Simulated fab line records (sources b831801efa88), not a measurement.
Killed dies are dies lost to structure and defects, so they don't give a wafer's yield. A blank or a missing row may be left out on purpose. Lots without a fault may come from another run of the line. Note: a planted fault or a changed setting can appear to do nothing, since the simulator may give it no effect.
A lot that was struck, set against a sound lot ; flow sky130 ; 14 steps out of a route of 708
Sound: the wafers L335.1, L335.2, L335.6. The struck wafers were L342.2, L342.3, L342.4. Last of all comes the cause.
At each step with rows: each side's tool, then ch and its chambers, then its first start. Under that, the readings that differ: sound wafers ; struck wafers ; difference of the means ; sigmas: that difference in standard deviations of wafers without a fault.
alike: readings with means less than 2 such deviations apart, plus words and numbers identical on both sides. not compared: withheld readings, readings lacking a value on some wafer, bounds such as >300 that could conceal the same value, and numbers that have no deviation in the record and whose values overlap.
Wherever a step has rows on one side only, a row that says differs or no value, or a row with sigmas, the two part there. When numbers do not overlap yet have no deviation, they are printed without sigmas and do not part them. A reading missing from all wafers of one side parts the sides only when that side holds two or more wafers.

first, 2 steps without rows for these wafers: SKY_VT_ADJUST_PCH_PEB_05; SKY_VT_ADJUST_PCH_DEVELOP_06 (develop time 60 s).
SKY_VT_ADJUST_PCH_OVL_MEAS_07:
  sound: overlay-02 at day 12 01:10; struck: overlay-01 at day 14 04:32
reading;sound;struck;difference;sigmas
VT_ADJUST_PCH_OVL (nm);-2.1 -2.2 -1.3;1.4 3.5 3.2;+4.6;+3
next, for these wafers, 1 step has no rows: SKY_VT_ADJUST_PCH_IMPLANT_08.
SKY_VT_ADJUST_PCH_STRIP_09: strips in O2/N2.
  sound on plasma-asher-02 ch 0,1, day 12 01:20; struck on plasma-asher-03 ch 0,1, day 14 04:43
  alike: drypump-motor-current-A, oes-product-au, strip-time-to-endpoint-s
  not compared: rf-hours-counter-h
SKY_VT_ADJUST_PCH_TW_MEAS_10:
  sound: film-metro-04 at day 12 01:26; struck: film-metro-04 at day 14 04:49
  alike: VT_ADJUST_PCH_TW
then, 6 steps without rows for these wafers: SKY_SONOS_TUNNEL_DEHYDRATE_00 (time 60 s); SKY_SONOS_TUNNEL_HMDS_01 (prime time 60 s); SKY_SONOS_TUNNEL_COAT_02 (resist thk 1140 nm); SKY_SONOS_TUNNEL_SOFTBAKE_03 (time 60 s); SKY_SONOS_TUNNEL_EXPOSE_04 (exposes mask TUNM, target cd 410 nm); SKY_SONOS_TUNNEL_PEB_05.
SKY_SONOS_TUNNEL_DEVELOP_06: develop time 60.75 s.
  struck on litho-track-01, day 15 06:54; sound on litho-track-04 ch 0, day 13 00:02
  no value came back on the struck wafers for chill-plate-temp-C (C), develop-time-s (s); on the sound wafers chill-plate-temp-C (C) reads 22.98 23.06 22.88
SKY_SONOS_TUNNEL_CD_MEAS_07 targets a cd of 410 nm.
  sound: cd-sem-02 at day 13 00:11; struck: cd-sem-01 at day 15 07:02
reading;sound;struck;difference;sigmas
cd-nm (nm);407.7 409.7 407.4;- - -;no value on the struck wafers;

== WHERE THEY PART ==
First at SKY_VT_ADJUST_PCH_OVL_MEAS_07; last, within this record, at SKY_SONOS_TUNNEL_CD_MEAS_07.

WHY: what the simulator had put in
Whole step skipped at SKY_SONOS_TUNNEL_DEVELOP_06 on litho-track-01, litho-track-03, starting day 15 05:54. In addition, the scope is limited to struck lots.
